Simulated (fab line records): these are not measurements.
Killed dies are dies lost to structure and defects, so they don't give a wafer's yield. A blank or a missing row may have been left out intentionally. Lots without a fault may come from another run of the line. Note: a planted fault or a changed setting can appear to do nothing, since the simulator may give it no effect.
Struck lot and sound lot, side by side | flow sky130 | 15 steps out of a route of 708
Sound: the wafers L565.3, L565.4, L565.6. Wafers L572.1, L572.4, L572.5 were the ones struck. The cause comes at the end.
At each step with rows: each side's tool, then ch and its chambers, then its first start. Under that, the readings that differ: sound wafers | struck wafers | difference of the means | sigmas: that difference in standard deviations of wafers without a fault.
alike: words and numbers the same on both sides, and readings whose means are apart by under 2 such deviations; not compared: readings that were withheld, readings missing a value for some wafer, numbers with overlapping values and no deviation given by the record, and bounds like >300 which may hide the same value.
The two part at a step that has a row with sigmas, a row that says differs or no value, or rows on one side only. Numbers that have no deviation but don't overlap get no sigmas and don't part them. A reading that every wafer of one side lacks parts them only if that side has two wafers or more.

first, 8 steps without rows for these wafers: SKY_FIELD_ISO_DEHYDRATE_05 (time 60 s); SKY_FIELD_ISO_HMDS_06 (prime time 60 s); SKY_FIELD_ISO_COAT_07 (resist thk 60 nm); SKY_FIELD_ISO_COAT_08 (resist thk 450 nm); SKY_FIELD_ISO_SOFTBAKE_09 (time 90 s); SKY_FIELD_ISO_EXPOSE_10 (exposes mask FOM, target cd 150 nm); SKY_FIELD_ISO_PEB_11; SKY_FIELD_ISO_DEVELOP_12 (develop time 60 s).
SKY_FIELD_ISO_CD_MEAS_13: target cd 150 nm.
  sound on cd-sem-01 at day 2 15:52; struck on cd-sem-01 at day 4 04:41
  alike: cd-nm
SKY_FIELD_ISO_ETCH_14: etches BARC in N2/H2, stops on SiO2, time 45.9 s, target depth 60 nm.
  sound on rie-diel-03 ch 0,1,3, day 2 15:57; struck on rie-diel-02 ch 1,3, day 4 04:48
  alike: drypump-motor-current-A, h2-flow-sccm, oes-product-au, rf-fwd-power-W, run-length-s, throttle-valve-pct
  not compared: rf-hours-counter-h
SKY_FIELD_ISO_ETCH_15: etches the open film in CHF3/O2, stops on Si, target depth 180 nm, time 72 s.
  sound on rie-diel-03 ch 0,1,3, day 2 15:59; struck on rie-diel-02 ch 1,3, day 4 04:50
  alike: drypump-motor-current-A, oes-product-au, rf-fwd-power-W, run-length-s, throttle-valve-pct
  not compared: rf-hours-counter-h
SKY_FIELD_ISO_STRIP_16: strips in O2/N2.
  sound on plasma-asher-02 ch 0,1, day 2 16:05; struck on plasma-asher-02 ch 0,1, day 4 04:54
  alike: drypump-motor-current-A, oes-product-au, strip-time-to-endpoint-s
  not compared: rf-hours-counter-h
SKY_FIELD_ISO_ETCH_17: etches Si in HBr/Cl2/O2, target depth 342 nm, time 97.7 s.
  sound on rie-si-02 ch 1,2, day 2 16:09; struck on rie-si-01 ch 1,2,3, day 4 05:00
  reading                               | sound             | struck            | difference                    | sigmas
  oes-product-au (a.u.)                 | 0.988 0.982 0.979 | 1.003 1.007 1.009 | +0.023                        | +2
  rf-fwd-power-W (W)                    | 593.7 598.0 592.2 | - - -             | no value on the struck wafers |
  run-length-s (s)                      | 125.8 125.7 126.4 | 112.3 111.7 113.1 | -13.6                         | -30
  model.etch.depth-nm (nm)              | 333.1 333.6 330.7 | 293.3 299.1 302.1 | -34.3                         |
  model.FIELD_ISO.feature-depth-nm (nm) | 333.1 333.6 330.7 | 293.3 299.1 302.1 | -34.3                         |
  alike: drypump-motor-current-A, he-backside-leak-sccm, throttle-valve-pct
  not compared: rf-hours-counter-h, model.Si3N4_of_FIELD_ISO_CVD_03.thk-nm
then, 1 step without rows for these wafers: SKY_FIELD_ISO_WET_ETCH_18 (etches Si3N4 in H3PO4, target depth 25 nm, time 286 s).
-- record jumps: 44 days separate the struck wafers' starts on either side; left off in module FIELD_ISO, taken up again in module PAD_OPEN, whose first shown step is the route's number 708 --
SKY_PAD_OPEN_PROBE_99:
  sound on prober-02 at day 46 23:34; struck on prober-02 at day 48 06:13
  reading                                 | sound                         | struck                        | difference | sigmas
  model.etest.res_p_drift_20v.line-ohm-um | 1.19e+04 1.19e+04 1.13e+04    | 9567 9640 9523                | -2123      |
  model.etest.res_p_drift_20v.rs-ohm-sq   | 9851 1.001e+04 9540           | 7847 8001 8087                | -1822      |
  model.etest.pfet_16v.r-on-ohm-um        | 1.486e+04 1.497e+04 1.468e+04 | 1.366e+04 1.374e+04 1.414e+04 | -9.900e+02 |
  model.etest.res-iso-pwell.rs-ohm-sq     | 3000 3053 2869                | 2362 2362 2433                | -588       |
  model.etest.res-iso-pwell.line-ohm-um   | 1130 1160 1081                | 887.4 897.3 905.4             | -227.0     |
  model.etest.res-nwell.line-ohm-um       | 1078 1106 1087                | 1014 1007 1045                | -68        |
  model.etest.res-nwell.rs-ohm-sq         | 917.8 929.2 896.6             | 842.1 838.2 849.8             | -71.2      |
  model.etest.pfet_16v.drive-ua-um        | 247.7 250.2 252.5             | 260.7 256.2 254.1             | +6.9       |
  alike: killed_at_M0_to_M3, killed_at_M4_up, killed-at-contacts, killed-at-front-end, killed-at-other, killed-dies, killed-open, killed-short

== WHERE THEY PART ==
Within this record, at SKY_FIELD_ISO_ETCH_17 only. Later steps at which nothing parts them and some readings are alike: SKY_PAD_OPEN_PROBE_99.

WHY: the cause the simulator had injected
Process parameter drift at SKY_FIELD_ISO_ETCH_17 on rie-si-01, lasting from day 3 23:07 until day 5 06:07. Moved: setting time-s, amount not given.
